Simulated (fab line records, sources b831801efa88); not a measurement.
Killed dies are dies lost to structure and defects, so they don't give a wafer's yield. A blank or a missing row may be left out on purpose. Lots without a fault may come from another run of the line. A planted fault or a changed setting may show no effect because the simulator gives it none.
Chamber matching | flow sky130 | SKY_FIELD_ISO_CMP_27 on cmp-01: 4 sister chambers
The step polishes, stops on Si3N4, t overpolish 16 s, target thk 457.8 nm. 4 wafers are shown with their chamber, then 6 later ones without.

WAFERS WITH THEIR CHAMBER
wafer  | chamber | motor_current_A (A)
L829.3 | 1       | 12.6
L829.4 | 3       | 10.0
L831.3 | 2       | 12.8
L831.5 | 0       | 8.5

WAFERS WITHOUT THEIR CHAMBER
wafer  | motor_current_A (A)
L831.6 | 13.2
L836.3 | 8.8
L836.5 | 12.0
L836.6 | 12.8
L838.3 | 12.7
L838.4 | 13.0

WHICH CHAMBER EACH WENT THROUGH
wafer  | from the rows above     | in truth
L831.6 | can't be placed: 2 or 1 | 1
L836.3 | 0                       | 0
L836.5 | can't be placed: 1 or 2 | 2
L836.6 | can't be placed: 2 or 1 | 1
L838.3 | can't be placed: 1 or 2 | 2
L838.4 | can't be placed: 2 or 1 | 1
Placed correctly: 1 of 6. Can't be placed from these rows: 5 (the true chamber is among the candidates in 5). Placed wrongly: 0.
How it was worked out, from the rows above alone: a wafer's distance from a chamber is the root of the sum, over the readings, of the square of ((its reading less the chamber's mean) divided by the reading's scatter). The wafer belongs to the nearest chamber; if the next one is less than 2 further off, it can't be placed. A chamber's mean is the mean of its shown wafers. The scatter: with one shown wafer a chamber, the root of the mean of the squares of how far each hidden wafer lies from its nearest shown one.
